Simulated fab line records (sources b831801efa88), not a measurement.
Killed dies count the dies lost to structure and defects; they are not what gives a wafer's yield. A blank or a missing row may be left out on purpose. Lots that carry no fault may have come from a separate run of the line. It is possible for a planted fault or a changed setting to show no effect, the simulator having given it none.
Struck lot and sound lot, side by side	flow sky130	32 out of 708 route steps
Sound: these wafers, L391.2, L391.3, L391.5. The struck wafers were L397.2, L397.3, L397.4. The cause comes at the end.
Order at every step that has rows: each side's tool, ch and its chambers, its first start. Under that, the readings that differ: sound wafers	struck wafers	difference of the means	sigmas: that difference in standard deviations of wafers without a fault.
alike: words and numbers the same on both sides, and readings whose means are apart by under 2 such deviations; not compared: readings that were withheld, readings missing a value for some wafer, numbers with overlapping values and no deviation given by the record, and bounds like >300 which may hide the same value.
A row with sigmas, a row that says differs or no value, or rows on one side alone: a step with any of these is where the two part. Non-overlapping numbers with no deviation appear without sigmas and do not part them. A reading that every wafer of one side lacks parts them only if that side has two wafers or more.

first, 3 steps without rows for these wafers: SKY_POLY_CUT_EXPOSE_05 (exposes mask NPCM, target cd 270 nm); SKY_POLY_CUT_PEB_06; SKY_POLY_CUT_DEVELOP_07 (develop time 60 s).
SKY_POLY_CUT_CD_MEAS_08: target cd 270 nm.
  sound: cd-sem-02 at day 24 04:04; struck: cd-sem-01 at day 26 16:31
  alike: cd-nm
SKY_POLY_CUT_OVL_MEAS_09:
  sound: overlay-01 at day 24 04:10; struck: overlay-01 at day 26 16:37
  alike: POLY_CUT_OVL
SKY_POLY_CUT_ETCH_10: etches BARC in N2/H2, stops on SiO2, time 45.9 s, target depth 60 nm.
  sound on rie-diel-02 ch 1,2,3, day 24 04:11; struck on rie-diel-01 ch 1,3, day 26 16:39
reading	sound	struck	difference	sigmas
drypump-motor-current-A (A)	6.5 6.0 6.1	4.9 5.5 5.5	-0.9	-2
  alike: oes-product-au, throttle-valve-pct
  not compared: rf-hours-counter-h
SKY_POLY_CUT_ETCH_11: etches Si3N4 in CF4/CH2F2/Ar, stops on poly-Si, time 42.5 s, target depth 60 nm.
  sound on rie-diel-02 ch 1,2,3, day 24 04:14; struck on rie-diel-01 ch 1,3, day 26 16:42
reading	sound	struck	difference	sigmas
drypump-motor-current-A (A)	6.4 6.0 6.2	4.9 5.6 5.5	-0.9	-2
  alike: oes-product-au, throttle-valve-pct
  not compared: rf-hours-counter-h
SKY_POLY_CUT_STRIP_12: strips in O2/N2.
  sound on plasma-asher-02 ch 0,1, day 24 04:17; struck on plasma-asher-04 ch 0,1, day 26 16:44
  alike: drypump-motor-current-A, oes-product-au, strip-time-to-endpoint-s
  not compared: rf-hours-counter-h
then, 4 steps without rows for these wafers: SKY_SD_P_DEHYDRATE_00 (time 60 s); SKY_SD_P_HMDS_01 (prime time 60 s); SKY_SD_P_COAT_02 (resist thk 1140 nm); SKY_SD_P_SOFTBAKE_03 (time 60 s).
SKY_SD_P_EXPOSE_04: exposes mask PSDM, target cd 380 nm.
  sound on iline-stepper-02 ch 0, day 24 19:07; struck on iline-stepper-02 ch 0, day 27 07:10
reading	sound	struck	difference	sigmas
mask	PSDM#0 PSDM#0 PSDM#0	URPM#0 URPM#0 URPM#0	differs	
  alike: reticle-temp-C
then, 2 steps without rows for these wafers: SKY_SD_P_PEB_05; SKY_SD_P_DEVELOP_06 (develop time 60 s).
SKY_SD_P_CD_MEAS_07: target cd 380 nm.
  sound: cd-sem-02 at day 25 09:38; struck: cd-sem-01 at day 27 21:52
reading	sound	struck	difference	sigmas
cd-nm (nm)	377.9 378.8 380.6	- - -	no value on the struck wafers	
SKY_SD_P_OVL_MEAS_08:
  sound: overlay-01 at day 25 09:44; struck: overlay-01 at day 27 21:58
reading	sound	struck	difference	sigmas
SD_P_OVL (nm)	-3.1 -2.8 -1.5	- - -	no value on the struck wafers	
then, 1 step without rows for these wafers: SKY_SD_P_IMPLANT_09.
SKY_SD_P_STRIP_10: strips in O2/N2.
  sound on plasma-asher-04 ch 0,1, day 25 09:55; struck on plasma-asher-04 ch 0,1, day 27 22:09
  alike: drypump-motor-current-A, oes-product-au, strip-time-to-endpoint-s
  not compared: rf-hours-counter-h
SKY_SD_P_TW_MEAS_11:
  sound: film-metro-04 at day 25 10:01; struck: film-metro-04 at day 27 22:16
reading	sound	struck	difference	sigmas
SD_P_TW	2865 2871 2862	30 30 30	-2836	-89
then, 8 steps without rows for these wafers: SKY_RES_XHIGH_DEHYDRATE_00 (time 60 s); SKY_RES_XHIGH_HMDS_01 (prime time 60 s); SKY_RES_XHIGH_COAT_02 (resist thk 1140 nm); SKY_RES_XHIGH_SOFTBAKE_03 (time 60 s); SKY_RES_XHIGH_EXPOSE_04 (exposes mask URPM, target cd 1270 nm); SKY_RES_XHIGH_PEB_05; SKY_RES_XHIGH_DEVELOP_06 (develop time 60 s); SKY_RES_XHIGH_IMPLANT_07.
SKY_RES_XHIGH_STRIP_08: strips in O2/N2.
  sound on plasma-asher-01 ch 0,1, day 26 15:06; struck on plasma-asher-01 ch 0,1, day 29 03:44
  alike: drypump-motor-current-A, oes-product-au, strip-time-to-endpoint-s
  not compared: rf-hours-counter-h
SKY_RES_XHIGH_TW_MEAS_09:
  sound: film-metro-04 at day 26 15:13; struck: film-metro-03 at day 29 03:50
reading	sound	struck	difference	sigmas
RES_XHIGH_TW	1656 1650 1647	2876 2864 2875	+1221	+81
then, 1 step without rows for these wafers: SKY_SD_N_DEHYDRATE_00 (time 60 s).
-- here the record skips 18 days between the struck wafers' starts before and after, leaving off in module SD_N and picking up in module PAD_OPEN (first step shown: number 708 of the route) --
SKY_PAD_OPEN_PROBE_99:
  sound: prober-02 at day 45 14:32; struck: prober-02 at day 47 11:05
reading	sound	struck	difference	sigmas
killed-at-front-end	15 11 17	417 441 424	+413	+92
killed-dies	76 84 82	492 492 492	+411	+41
killed-on-rim	11 19 14	96 96 96	+81	+21
  alike: killed_at_M0_to_M3, killed_at_M4_up, killed-at-contacts, killed-at-other, killed-open, killed-short

== WHERE THEY PART ==
First at SKY_POLY_CUT_ETCH_10; last, within this record, at SKY_PAD_OPEN_PROBE_99.

WHY: what had been put in by the simulator
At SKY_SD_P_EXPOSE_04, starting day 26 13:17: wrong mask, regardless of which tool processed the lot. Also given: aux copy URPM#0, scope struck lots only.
